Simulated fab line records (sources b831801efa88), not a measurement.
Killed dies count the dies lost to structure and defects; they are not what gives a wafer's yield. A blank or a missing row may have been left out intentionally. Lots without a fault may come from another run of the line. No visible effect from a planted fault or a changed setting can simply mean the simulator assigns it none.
Struck lot and sound lot, side by side ; flow sfqLine ; 41 steps out of a route of 325
Sound: wafers L621.1, L621.2, L621.6. Struck: wafers L610.3, L610.4, L610.5. At the end, the cause is stated.
Each step with rows lists, per side, the tool, then ch with its chambers, then its first start. Under that, the readings that differ: sound wafers ; struck wafers ; difference of the means ; sigmas: that difference in standard deviations of wafers without a fault.
alike: readings with means less than 2 such deviations apart, plus words and numbers identical on both sides. not compared: withheld readings, readings lacking a value on some wafer, bounds such as >300 that could conceal the same value, and numbers that have no deviation in the record and whose values overlap.
The two part at a step that has a row with sigmas, a row that says differs or no value, or rows on one side only. Numbers that don't overlap but have no deviation are shown without sigmas and don't part them. A reading that every wafer of one side lacks parts them only if that side has two wafers or more.

SFQ_C5_OVL_MEAS_937:
  sound: overlay-02 at day 79 12:00; struck: overlay-01 at day 72 10:31
  alike: C5_OVL
SFQ_TRILAYER_C5_BARC_OPEN_VIA_ETCH_210: etches BARC in O2, target depth 125 nm, time 41.7 s.
  sound on rieDiel-02 ch 0,1,3, day 79 12:02; struck on rieDiel-04 ch 0,1,3, day 72 10:32
  alike: drypumpMotorCurrentA, oesProductAu
  not compared: rfHoursCounterH
SFQ_TRILAYER_C5_ETCH_VIA_ETCH_154: etches SiO2 in CHF3, stops on Nb, target depth 84 nm.
  sound on rieDiel-02 ch 0,1,3, day 79 12:05; struck on rieDiel-04 ch 0,1,3, day 72 10:34
  alike: drypumpMotorCurrentA, oesProductAu
SFQ_TRILAYER_C5_STRIP_STRIP_155: strips in O2.
  sound on rieMetal-03 ch 0,1, day 79 12:08; struck on rieMetal-02 ch 0,1, day 72 10:49
  alike: drypumpMotorCurrentA, oesProductAu
  not compared: rfHoursCounterH
then, 3 steps without rows for these wafers: SFQ_TRILAYER_C5_STRIP_SOLV_CLEAN_156 (cleans in NMP, time 600 s); SFQ_TRILAYER_M6_DEP_PRE_CLEAN_158 (time 22.5 s); SFQ_TRILAYER_M6_DEP_SPUTTER_157 (material Nb, target thk 200 nm, time 133.3 s).
SFQ_M6_RS_MEAS_938: the measuring method here is four-point-probe.
  sound: filmMetro-03 at day 79 13:01; struck: filmMetro-03 at day 72 11:34
  alike: M6_NB_RS
then, 3 steps without rows for these wafers: SFQ_TRILAYER_M6_LITHO_COAT_164 (resist thk 62 nm); SFQ_TRILAYER_M6_LITHO_COAT_159 (resist thk 600 nm); SFQ_TRILAYER_M6_LITHO_SOFTBAKE_163.
SFQ_TRILAYER_M6_LITHO_EXPOSE_160: exposes mask M6, target cd 500 nm.
  sound on krfScanner-02 ch 0, day 79 18:08; struck on krfScanner-01 ch 0, day 72 12:51
reading;sound;struck;difference;sigmas
model.M6.overlayXNm (nm);-7.74 -7.74 -7.74;101.8 101.8 101.8;+109.5;
  alike: mask
then, 2 steps without rows for these wafers: SFQ_TRILAYER_M6_LITHO_PEB_162 (peb time 60 s); SFQ_TRILAYER_M6_LITHO_DEVELOP_161 (time 60 s).
SFQ_M6_OVL_MEAS_940:
  sound: overlay-01 at day 79 19:38; struck: overlay-01 at day 72 13:58
reading;sound;struck;difference;sigmas
M6_OVL (nm);8 -7 -9;101 100 102;+104;+19
then, 4 steps without rows for these wafers: SFQ_TRILAYER_M6_BARC_OPEN_METAL_ETCH_206 (etches BARC in O2, target depth 125 nm, time 41.7 s); SFQ_TRILAYER_M6_ETCH_METAL_ETCH_162 (etches Nb in Cl2/Ar, stops on SiO2, target depth 240 nm, time 120 s); SFQ_TRILAYER_M6_STRIP_STRIP_163 (strips in O2); SFQ_TRILAYER_M6_STRIP_SOLV_CLEAN_164 (cleans in NMP, time 600 s).
SFQ_TRILAYER_I6_DEP_PECVD_165: deposits SiO2 from SiH4/N2O, time 111.11 s, target thk 500 nm.
  sound on pecvd-01 ch 1,2, day 79 20:37; struck on pecvd-03 ch 0,1, day 72 14:56
reading;sound;struck;difference;sigmas
heaterPowerW (W);59 38 63;95 94 83;+37;+2
  alike: showerheadVppV, throttleValvePct
then, 1 step without rows for these wafers: SFQ_TRILAYER_I6_CMP_CMP_166 (polishes SiO2).
SFQ_I6_BOW_MEAS_941:
  sound: filmMetro-02 at day 80 03:34; struck: filmMetro-01 at day 72 18:32
  alike: I6_BOW
then, 7 steps without rows for these wafers: SFQ_TRILAYER_I6_METRO_MEASURE_167; SFQ_TRILAYER_I6_VIA_LITHO_COAT_174 (resist thk 61.66 nm); SFQ_TRILAYER_I6_VIA_LITHO_COAT_169 (resist thk 650 nm); SFQ_TRILAYER_I6_VIA_LITHO_SOFTBAKE_173; SFQ_TRILAYER_I6_VIA_LITHO_EXPOSE_170 (exposes mask I6, target cd 700 nm); SFQ_TRILAYER_I6_VIA_LITHO_PEB_172 (peb time 60 s); SFQ_TRILAYER_I6_VIA_LITHO_DEVELOP_171 (time 60 s).
-- the record jumps here: 4 days lie between the struck wafers' starts before and after --
SFQ_I6_OVL_MEAS_942:
  sound: overlay-01 at day 83 22:39; struck: overlay-01 at day 77 01:24
  alike: I6_OVL
then, 5 steps without rows for these wafers: SFQ_TRILAYER_I6_VIA_BARC_OPEN_VIA_ETCH_235 (etches BARC in O2, target depth 125 nm, time 41.7 s); SFQ_TRILAYER_I6_VIA_ETCH_VIA_ETCH_172 (etches SiO2 in CHF3, stops on Nb, target depth 260 nm); SFQ_TRILAYER_I6_VIA_STRIP_STRIP_173 (strips in O2); SFQ_TRILAYER_I6_VIA_STRIP_SOLV_CLEAN_174 (cleans in NMP, time 600 s); SFQ_TRILAYER_M7_DEP_PRE_CLEAN_176 (time 22.5 s).
SFQ_TRILAYER_M7_DEP_SPUTTER_175: material Nb, target thk 200 nm, time 133.3 s.
  sound: pvdSputter-04 at day 84 00:14; struck: pvdSputter-05 at day 77 02:23
  alike: cathodeDcPowerW, throttleValvePct
SFQ_M7_RS_MEAS_943: the measuring method here is four-point-probe.
  sound: filmMetro-03 at day 84 00:20; struck: filmMetro-01 at day 77 02:31
  alike: M7_NB_RS
then, 3 steps without rows for these wafers: SFQ_TRILAYER_M7_LITHO_COAT_182 (resist thk 62 nm); SFQ_TRILAYER_M7_LITHO_COAT_177 (resist thk 600 nm); SFQ_TRILAYER_M7_LITHO_SOFTBAKE_181.
-- the record jumps here: 4 days lie between the struck wafers' starts before and after --
SFQ_M8_BOW_MEAS_951:
  sound: filmMetro-03 at day 90 20:00; struck: filmMetro-04 at day 81 10:37
reading;sound;struck;difference;sigmas
model.etest.i5.linkOhm;2.271 2.258 2.252;2.329 2.299 2.301;+0.049;
  alike: M8_BOW

WHERE THEY PART
Last at SFQ_TRILAYER_I6_DEP_PECVD_165 as far as this record goes, first at SFQ_M6_OVL_MEAS_940. Later steps at which nothing parts them and some readings are alike: SFQ_I6_BOW_MEAS_941, SFQ_I6_OVL_MEAS_942, SFQ_TRILAYER_M7_DEP_SPUTTER_175, SFQ_M7_RS_MEAS_943, SFQ_M8_BOW_MEAS_951.

WHY: what the simulator had put in
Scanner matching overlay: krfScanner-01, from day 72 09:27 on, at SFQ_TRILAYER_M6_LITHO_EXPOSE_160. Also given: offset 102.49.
